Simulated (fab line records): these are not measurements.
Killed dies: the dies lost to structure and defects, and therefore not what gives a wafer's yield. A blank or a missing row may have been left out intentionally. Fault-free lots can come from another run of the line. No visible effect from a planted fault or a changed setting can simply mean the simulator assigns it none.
One fault seen from 2 desks / flow sfq line / numbers are kept per desk, each desk with only its own; the story behind them comes last

## DESK OF THE TOOL OWNER: litho track-04
The tool's own readings at SFQ_TRILAYER_M7_LITHO_COAT_182 (resist thk 62 nm): means of the sampled wafers that have a number, for each lot that ran on this tool. Any lot whose mean is over 4 standard deviations away from the usual mean is out of limits and marked OUT; that distance is given in the brackets.
Columns: A = chill plate temp C at SFQ_TRILAYER_M7_LITHO_COAT_182, usual 23.00 C; B = dispense pressure kPa at SFQ_TRILAYER_M7_LITHO_COAT_182, usual 48 kPa; C = resist line temp C at SFQ_TRILAYER_M7_LITHO_COAT_182, usual 23.00 C; D = spin speed rpm at SFQ_TRILAYER_M7_LITHO_COAT_182, usual 2999.9 rpm
lot=L966; first seen here=day 65 07:59; A=23.11; B=44; C=22.92; D=2927.1 (-40) OUT
lot=L971; first seen here=day 66 18:53; A=22.99; B=44; C=22.97; D=2929.1 (-39) OUT
lot=L980; first seen here=day 69 08:08; A=23.08; B=44; C=23.01; D=3003.5
lot=L981; first seen here=day 69 10:35; A=22.93; B=44; C=23.02; D=2999.2
lot=L983; first seen here=day 69 19:04; A=23.06; B=44; C=22.93; D=2998.1
lot=L984; first seen here=day 69 23:46; A=22.83; B=44; C=22.88; D=2998.5
This desk's verdict: out of limits on L966, L971, starting with L966 at day 65 07:59 (spin speed rpm at SFQ_TRILAYER_M7_LITHO_COAT_182). Within limits: L980, L981, L983, L984.

## FROM THE METROLOGY DESK
Means of the sampled wafers that have a number, per lot and without regard to the tool the lot ran on: this is what the gauges read. Any lot whose mean is over 4 standard deviations away from the usual mean is out of limits and marked OUT; that distance is given in the brackets.
Columns: A = I6_BOW at SFQ_I6_BOW_MEAS_941, usual 4 um; B = M7_NB_RS at SFQ_M7_RS_MEAS_943, usual 0.889 ohm/sq
lot=L961; first seen here=day 59 01:05; A=-6; B=0.877
lot=L964; first seen here=day 59 14:52; A=0; B=0.883
lot=L966; first seen here=day 60 22:27; A=-3; B=0.891
lot=L971; first seen here=day 62 11:52; A=-8; B=0.887
lot=L973; first seen here=day 62 23:17; A=-12; B=0.897
lot=L974; first seen here=day 63 02:17; A=2; B=0.887
lot=L975; first seen here=day 63 06:27; A=0; B=0.880
lot=L978; first seen here=day 63 21:38; A=1; B=0.895
lot=L979; first seen here=day 64 01:46; A=11; B=0.877
lot=L980; first seen here=day 65 08:58; A=13; B=0.892
lot=L981; first seen here=day 65 11:59; A=28; B=0.877
lot=L982; first seen here=day 65 19:16; A=-4; B=0.894
lot=L983; first seen here=day 65 21:23; A=12; B=0.886
lot=L984; first seen here=day 66 01:17; A=-1; B=0.884
This desk found nothing out of limits on any of the 14 lots.

## TAKEN TOGETHER
At day 65 07:59, on L966, L971, the tool owner's desk was in a position to raise an alarm.
Metrology desk: nothing out of limits seen.
The metrology desk holds a record of L966, L971, inside its limits.
On litho track-04, each named lot ran SFQ_TRILAYER_M7_LITHO_COAT_182.

## WHAT WAS PUT IN BY THE SIMULATOR
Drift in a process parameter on litho track-04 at SFQ_TRILAYER_M7_LITHO_COAT_182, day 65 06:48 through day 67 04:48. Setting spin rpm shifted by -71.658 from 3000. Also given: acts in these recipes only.
Struck lots among those shown: L966, L971.
Delay in hours, fault start to first out-of-limits reading, by desk: the tool owner's desk at 1.
